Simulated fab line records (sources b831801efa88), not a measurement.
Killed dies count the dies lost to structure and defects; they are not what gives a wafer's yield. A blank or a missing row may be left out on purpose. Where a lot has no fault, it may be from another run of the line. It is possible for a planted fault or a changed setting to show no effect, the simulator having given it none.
Which tool did it?    flow sky130    24 lots, 72 wafers sampled, at 6 steps of a route of 708

WHAT THE GAUGES SHOWED, per wafer
SKY_VIA2_THK_MEAS_01.
lot   measured      on             VIA2_HDPCVD_THK (nm)
L075  day 36 19:53  film-metro-01  1200 1168 1192
L074  day 37 03:10  film-metro-03  1175 1188 1184
L078  day 36 21:24  film-metro-01  1181 1193 1197
L076  day 37 02:27  film-metro-03  1186 1205 1201
L077  day 37 05:30  film-metro-04  1168 1161 1163
L079  day 37 15:32  film-metro-01  1203 1207 1197
L080  day 37 12:29  film-metro-03  1167 1180 1171
L081  day 37 18:59  film-metro-03  1194 1177 1180
L082  day 38 03:43  film-metro-04  1185 1202 1196
L083  day 38 12:50  film-metro-04  1194 1187 1189
L084  day 38 19:34  film-metro-04  1157 1172 1164
L085  day 38 22:51  film-metro-03  1177 1175 1177
L086  day 39 08:28  film-metro-03  1175 1177 1175
L087  day 39 12:29  film-metro-04  1186 1170 1173
L088  day 39 16:40  film-metro-01  1184 1180 1173
L089  day 40 01:47  film-metro-04  1192 1190 1187
L090  day 40 16:11  film-metro-03  1182 1174 1183
L091  day 40 16:19  film-metro-01  1178 1201 1179
L092  day 40 22:06  film-metro-01  1197 1196 1182
L093  day 41 04:20  film-metro-04  1179 1179 1189
L094  day 41 16:58  film-metro-01  1179 1173 1182
L095  day 41 22:58  film-metro-03  1200 1181 1186
L096  day 42 00:50  film-metro-01  1185 1172 1189
L097  day 42 07:31  film-metro-04  1174 1172 1164

SKY_PAD_OPEN_BOW_MEAS_13.
lot   measured      on             PAD_OPEN_BOW (um)
L075  day 47 01:52  film-metro-03  44 47 50
L074  day 47 08:46  film-metro-02  41 45 56
L078  day 47 01:39  film-metro-02  47 44 39
L076  day 47 07:16  film-metro-03  52 45 44
L077  day 47 11:01  film-metro-03  42 47 37
L079  day 47 17:24  film-metro-03  29 37 53
L080  day 47 13:04  film-metro-04  52 62 65
L081  day 48 00:52  film-metro-04  51 53 47
L082  day 48 03:11  film-metro-04  56 50 54
L083  day 48 11:46  film-metro-04  75 48 45
L084  day 48 14:32  film-metro-04  37 45 31
L085  day 48 20:02  film-metro-04  52 50 55
L086  day 49 02:47  film-metro-02  57 54 45
L087  day 49 06:08  film-metro-02  42 48 40
L088  day 49 07:49  film-metro-02  65 69 51
L089  day 49 12:24  film-metro-04  64 59 60
L090  day 50 00:07  film-metro-02  52 44 57
L091  day 50 01:41  film-metro-03  45 58 56
L092  day 50 03:47  film-metro-04  59 33 45
L093  day 50 07:56  film-metro-04  49 37 48
L094  day 50 17:57  film-metro-02  39 49 46
L095  day 50 21:22  film-metro-02  54 52 45
L096  day 50 22:23  film-metro-02  46 38 50
L097  day 51 04:52  film-metro-03  63 50 43

EACH LOT AND THE TOOL THAT RAN IT (in order: tool; ch and the chambers of the sampled wafers; start)
lot   SKY_FIELD_ISO_ETCH_14              SKY_METAL1_STRIP_20                   SKY_METAL3_METAL_ETCH_18           SKY_METAL4_DESCUM_15
L075  rie-diel-01 ch 1,3, day 3 03:16    plasma-asher-01 ch 0,1, day 34 11:32  rie-metal-01 ch 0,1, day 40 01:04  rie-metal-03 ch 0,1, day 43 04:01
L074  rie-diel-02 ch 0,1,3, day 3 03:37  plasma-asher-03 ch 0,1, day 34 19:02  rie-metal-02 ch 0,1, day 40 09:09  rie-metal-04 ch 0,1, day 43 11:42
L078  rie-diel-01 ch 2,3, day 3 03:49    plasma-asher-02 ch 0,1, day 34 12:05  rie-metal-01 ch 0,1, day 40 02:54  rie-metal-03 ch 0,1, day 43 05:39
L076  rie-diel-04 ch 0,1, day 3 03:58    plasma-asher-03 ch 0,1, day 34 18:22  rie-metal-01 ch 0,1, day 40 07:25  rie-metal-03 ch 0, day 43 11:21
L077  rie-diel-02 ch 0,1,3, day 3 04:19  plasma-asher-02 ch 0,1, day 34 21:23  rie-metal-04 ch 0,1, day 40 11:36  rie-metal-04 ch 0,1, day 43 14:36
L079  rie-diel-02 ch 0,3, day 3 10:34    plasma-asher-03 ch 0,1, day 35 06:49  rie-metal-01 ch 0,1, day 40 20:53  rie-metal-04 ch 0,1, day 43 21:55
L080  rie-diel-04 ch 1,2, day 3 12:31    plasma-asher-02 ch 0,1, day 35 05:22  rie-metal-04 ch 0,1, day 40 16:25  rie-metal-03 ch 0,1, day 43 17:52
L081  rie-diel-04 ch 0,1,3, day 3 17:22  plasma-asher-03 ch 0,1, day 35 10:43  rie-metal-02 ch 0,1, day 40 23:34  rie-metal-03 ch 0,1, day 44 01:56
L082  rie-diel-01 ch 0,2,3, day 3 20:52  plasma-asher-02 ch 0,1, day 35 20:01  rie-metal-02 ch 0,1, day 41 08:19  rie-metal-04 ch 0,1, day 44 08:40
L083  rie-diel-02 ch 1,2, day 4 03:52    plasma-asher-01 ch 0,1, day 36 05:11  rie-metal-01 ch 0,1, day 41 17:04  rie-metal-03 ch 0,1, day 44 16:52
L084  rie-diel-04 ch 1,2,3, day 4 08:52  plasma-asher-01 ch 0,1, day 36 12:59  rie-metal-01 ch 0,1, day 41 23:24  rie-metal-03 ch 0,1, day 44 22:36
L085  rie-diel-02 ch 1,3, day 4 16:13    plasma-asher-02 ch 0,1, day 36 15:18  rie-metal-04 ch 0,1, day 42 03:06  rie-metal-04 ch 0,1, day 45 01:39
L086  rie-diel-02 ch 0,1,3, day 4 19:25  plasma-asher-02 ch 0,1, day 37 01:46  rie-metal-04 ch 0, day 42 11:57    rie-metal-01 ch 0,1, day 45 10:45
L087  rie-diel-01 ch 0,1,3, day 5 00:07  plasma-asher-03 ch 0,1, day 37 06:34  rie-metal-01 ch 0,1, day 42 15:24  rie-metal-01 ch 0,1, day 45 13:01
L088  rie-diel-02 ch 0,2,3, day 5 07:31  plasma-asher-02 ch 0,1, day 37 11:23  rie-metal-02 ch 0,1, day 42 19:56  rie-metal-03 ch 0,1, day 45 17:04
L089  rie-diel-04 ch 0,1,2, day 5 10:22  plasma-asher-03 ch 0,1, day 37 20:55  rie-metal-01 ch 0,1, day 43 03:39  rie-metal-01 ch 0,1, day 45 23:45
L090  rie-diel-01 ch 0,1,2, day 5 16:01  plasma-asher-01 ch 0,1, day 38 10:49  rie-metal-01 ch 0,1, day 43 16:40  rie-metal-04 ch 0,1, day 46 12:36
L091  rie-diel-02 ch 0,2,3, day 5 21:40  plasma-asher-02 ch 0,1, day 38 11:16  rie-metal-02 ch 0,1, day 43 18:00  rie-metal-04 ch 0,1, day 46 14:37
L092  rie-diel-01 ch 1,2, day 6 02:55    plasma-asher-03 ch 0,1, day 38 17:47  rie-metal-04 ch 0, day 43 22:58    rie-metal-04 ch 0,1, day 46 18:33
L093  rie-diel-01 ch 0,2,3, day 6 08:16  plasma-asher-01 ch 0,1, day 39 00:29  rie-metal-02 ch 0,1, day 44 05:12  rie-metal-04 ch 0,1, day 47 00:27
L094  rie-diel-01 ch 0,2,3, day 6 14:13  plasma-asher-01 ch 0,1, day 39 13:17  rie-metal-01 ch 0,1, day 44 16:31  rie-metal-01 ch 0,1, day 47 11:33
L095  rie-diel-04 ch 0,1,3, day 6 18:33  plasma-asher-01 ch 0,1, day 39 18:16  rie-metal-02 ch 0,1, day 44 20:53  rie-metal-03 ch 0, day 47 16:02
L096  rie-diel-02 ch 0,1,2, day 6 23:01  plasma-asher-03 ch 0,1, day 39 19:44  rie-metal-04 ch 0,1, day 45 00:14  rie-metal-03 ch 0, day 47 19:07
L097  rie-diel-04 ch 0,1, day 7 05:34    plasma-asher-01 ch 0,1, day 40 04:23  rie-metal-04 ch 0, day 45 07:28    rie-metal-03 ch 0, day 48 03:04
- SKY_FIELD_ISO_ETCH_14: etches BARC in N2/H2, stops on SiO2, time 45.9 s, target depth 60 nm.
- SKY_METAL1_STRIP_20: strips in O2/N2.
- SKY_METAL3_METAL_ETCH_18: etches the open film in Cl2/BCl3, stops on SiO2, target depth 845 nm, time 183.1 s.
- SKY_METAL4_DESCUM_15: chemistry O2, time 8 s.

WHAT THE TOOLS THEMSELVES READ (means of the sampled wafers that have a number; where no wafer has one, the mark that the record gives instead)
SKY_FIELD_ISO_ETCH_14.
lot   tool         drypump-motor-current-A (A)  oes-product-au (a.u.)  throttle-valve-pct (%)
L075  rie-diel-01  5.8                          0.855                  13.226
L074  rie-diel-02  6.0                          0.855                  13.223
L078  rie-diel-01  5.5                          0.858                  13.224
L076  rie-diel-04  5.4                          0.856                  13.229
L077  rie-diel-02  6.0                          0.857                  13.214
L079  rie-diel-02  5.7                          0.858                  13.225
L080  rie-diel-04  5.7                          0.856                  13.237
L081  rie-diel-04  5.7                          0.854                  13.233
L082  rie-diel-01  5.7                          0.855                  13.227
L083  rie-diel-02  6.1                          0.853                  13.227
L084  rie-diel-04  5.9                          0.856                  13.223
L085  rie-diel-02  6.2                          0.853                  13.220
L086  rie-diel-02  6.0                          0.853                  13.219
L087  rie-diel-01  5.8                          0.851                  13.224
L088  rie-diel-02  5.6                          0.858                  13.229
L089  rie-diel-04  5.7                          0.861                  13.227
L090  rie-diel-01  6.0                          0.851                  13.220
L091  rie-diel-02  5.6                          0.860                  13.216
L092  rie-diel-01  6.0                          0.850                  13.228
L093  rie-diel-01  5.7                          0.855                  13.231
L094  rie-diel-01  5.7                          0.857                  13.216
L095  rie-diel-04  5.6                          0.858                  13.229
L096  rie-diel-02  5.9                          0.858                  13.227
L097  rie-diel-04  5.4                          0.854                  13.230

SKY_METAL1_STRIP_20.
lot   tool             drypump-motor-current-A (A)  oes-product-au (a.u.)  strip-time-to-endpoint-s (s)
L075  plasma-asher-01  6.1                          0.345                  2.71
L074  plasma-asher-03  5.6                          0.342                  2.70
L078  plasma-asher-02  5.8                          0.346                  2.68
L076  plasma-asher-03  5.5                          0.342                  2.68
L077  plasma-asher-02  5.9                          0.343                  2.68
L079  plasma-asher-03  5.5                          0.342                  2.68
L080  plasma-asher-02  5.6                          0.343                  2.71
L081  plasma-asher-03  5.5                          0.336                  2.67
L082  plasma-asher-02  5.8                          0.340                  2.71
L083  plasma-asher-01  6.1                          0.340                  2.68
L084  plasma-asher-01  6.1                          0.341                  2.69
L085  plasma-asher-02  5.6                          0.344                  2.73
L086  plasma-asher-02  5.6                          0.344                  2.69
L087  plasma-asher-03  5.6                          0.342                  2.68
L088  plasma-asher-02  5.6                          0.339                  2.69
L089  plasma-asher-03  5.5                          0.341                  2.68
L090  plasma-asher-01  5.9                          0.345                  2.72
L091  plasma-asher-02  5.8                          0.348                  2.70
L092  plasma-asher-03  5.6                          0.343                  2.70
L093  plasma-asher-01  5.9                          0.341                  2.66
L094  plasma-asher-01  6.1                          0.348                  2.70
L095  plasma-asher-01  5.9                          0.339                  2.70
L096  plasma-asher-03  5.6                          0.343                  2.75
L097  plasma-asher-01  5.9                          0.342                  2.71

SKY_METAL3_METAL_ETCH_18.
lot   tool          drypump-motor-current-A (A)  oes-product-au (a.u.)  throttle-valve-pct (%)
L075  rie-metal-01  6.3                          0.862                  22.268
L074  rie-metal-02  5.7                          0.868                  22.271
L078  rie-metal-01  6.3                          0.865                  22.264
L076  rie-metal-01  6.3                          0.864                  22.261
L077  rie-metal-04  5.8                          0.869                  22.260
L079  rie-metal-01  6.3                          0.871                  22.252
L080  rie-metal-04  5.8                          0.877                  22.266
L081  rie-metal-02  5.6                          0.865                  22.264
L082  rie-metal-02  5.6                          0.858                  22.262
L083  rie-metal-01  6.3                          0.865                  22.261
L084  rie-metal-01  6.4                          0.866                  22.266
L085  rie-metal-04  5.9                          0.865                  22.268
L086  rie-metal-04  5.7                          0.872                  22.262
L087  rie-metal-01  6.3                          0.872                  22.258
L088  rie-metal-02  5.7                          0.865                  22.259
L089  rie-metal-01  6.3                          0.874                  22.266
L090  rie-metal-01  6.4                          0.864                  22.259
L091  rie-metal-02  5.7                          0.866                  22.269
L092  rie-metal-04  5.7                          0.866                  22.267
L093  rie-metal-02  5.7                          0.872                  22.269
L094  rie-metal-01  6.3                          0.863                  22.264
L095  rie-metal-02  5.7                          0.864                  22.271
L096  rie-metal-04  5.8                          0.869                  22.266
L097  rie-metal-04  5.7                          0.863                  22.267

SKY_METAL4_DESCUM_15.
lot   tool          drypump-motor-current-A (A)  oes-product-au (a.u.)
L075  rie-metal-03  5.66                         0.994
L074  rie-metal-04  5.81                         0.999
L078  rie-metal-03  5.59                         1.004
L076  rie-metal-03  5.55                         1.007
L077  rie-metal-04  5.82                         0.991
L079  rie-metal-04  5.82                         0.990
L080  rie-metal-03  5.59                         1.009
L081  rie-metal-03  5.61                         1.010
L082  rie-metal-04  5.82                         0.987
L083  rie-metal-03  5.60                         1.006
L084  rie-metal-03  5.61                         1.010
L085  rie-metal-04  5.92                         0.987
L086  rie-metal-01  6.28                         1.005
L087  rie-metal-01  6.30                         1.008
L088  rie-metal-03  5.66                         0.985
L089  rie-metal-01  6.34                         0.999
L090  rie-metal-04  5.80                         0.991
L091  rie-metal-04  5.93                         0.997
L092  rie-metal-04  5.91                         0.988
L093  rie-metal-04  5.92                         0.989
L094  rie-metal-01  6.36                         1.007
L095  rie-metal-03  5.52                         1.007
L096  rie-metal-03  5.53                         1.005
L097  rie-metal-03  5.53                         1.012

THE ANSWER, worked out from the rows above alone
Rule: what is usual is taken from the lots themselves. Put in order of their means at a reading, lots are off if they are a third of the lots or fewer, leave a main group of 4 or more, and stand apart from it by a gap of 3 or more times the standard deviation of the main group's means; of several such gaps the widest counts. If all means in a main group match to the digits the tables above print for the reading, that group is not used. Also off: a lot with no number at a reading for which 4 or more lots have one. All remaining lots with rows at the step are treated as sound. After the gauges, taken in route order, come the tools' own readings; for these a lot's mean is taken, as printed above. At the first step where some lot is off, the reading lying furthest off is the one used; lots without a number count as furthest.
Nothing can be told from this: no lot is off at any reading shown.

WHAT THE SIMULATOR HAD INSERTED
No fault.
